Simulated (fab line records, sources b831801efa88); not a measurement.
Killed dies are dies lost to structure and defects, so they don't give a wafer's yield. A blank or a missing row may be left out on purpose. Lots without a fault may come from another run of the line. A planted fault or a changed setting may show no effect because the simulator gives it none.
Problem report, 8D (eight disciplines) form, completed by code -- flow sky130 -- the parts of the form that need people (team, actions taken, sign-off) are left out

## 1. PROBLEM STATEMENT
At SKY_LDD_HVN_IMPLANT_08, beam-energy-keV averages 48.319 over 6 wafers from 2 lots, while fault-free wafers read 60.007, standard deviation 0.019. That is -99 or more standard deviations from the usual mean.
First seen on wafer L760.1, day 26 21:20, on implanter-03. The record holds 36 wafers of 12 lots with a number at this step. Rule for "out" (also "out of limits"): further than 4 standard deviations from the usual mean. Any other wafer with a number is counted as sound.

## 2. WHAT IT IS, AND WHAT IT ISN'T
question,is,is not
which readings at this step,beam-energy-keV,-
which lots,"L760, L762","L748, L749, L750, L752, L753, L756, L764, L767, L769, L770"
which wafers of those lots,all that have a number,-
read on which tools,implanter-03,"implanter-01, implanter-04"
when,from day 26 21:20,"up to then (18 sound wafers); but 12 sound wafers of L764, L767, L769, L770 came after"

## 3. THE SUSPECTS, EACH WITH WHAT RULES IT OUT
Counting: a tool at any process step up to the reading remains a suspect when it ran all the lots that are out and ran no sound lot after the first of those.
- plasma-asher-03 at SKY_GATE_OXIDE_STRIP_13 (strips in O2/N2): ruled out as a lasting fault. After its first lot that is out, L760 (day 20 04:52), sound lots L764, L767, L769 ran on it.
- implanter-03 at SKY_LDD_HVN_IMPLANT_08: kept. It processed each lot that is out, first L760 at day 26 21:20, and no sound lot thereafter; up to then, the last sound lot it processed was L752 at day 21 21:22. Its own readings are out on those wafers: beam-energy-keV.
Remaining after the count: implanter-03 at SKY_LDD_HVN_IMPLANT_08.

## 4. THE CAUSE (what the simulator had put in)
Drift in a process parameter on implanter-03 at SKY_LDD_HVN_IMPLANT_08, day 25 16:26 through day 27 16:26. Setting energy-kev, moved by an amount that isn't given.
The count eliminated every tool but this one.

## 5. THE CHAIN OF EFFECTS, in route order
Each row: a reading where the mean over the struck wafers with a number is more than 3 standard deviations away from the usual. Readings are gone through only where the record gives a usual standard deviation; hours: the median, over the lots, of the time from a lot's start at the first step in this table giving one to that lot's start at this step; sigmas: the change measured in usual standard deviations.
hours,step,reading,usual,on struck wafers,change,sigmas
0,SKY_LDD_HVN_IMPLANT_08,beam-energy-keV,60.007,48.319,-11.688,-99 or more
0,SKY_LDD_HVN_TW_MEAS_10,LDD_HVN_TW,1462,1398,-64,-3.0
Its process steps:
- SKY_LDD_HVN_IMPLANT_08
Later measuring or inspecting steps at which every struck wafer that the step has a row for has a number for every such reading, and none has moved that far: SKY_LDD_LDN_TW_MEAS_13.

## 6. WHAT WOULD HAVE CAUGHT IT SOONER
29 hours passed between the start of the fault at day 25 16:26 and the first reading out of limits in this record, taken at day 26 21:20.
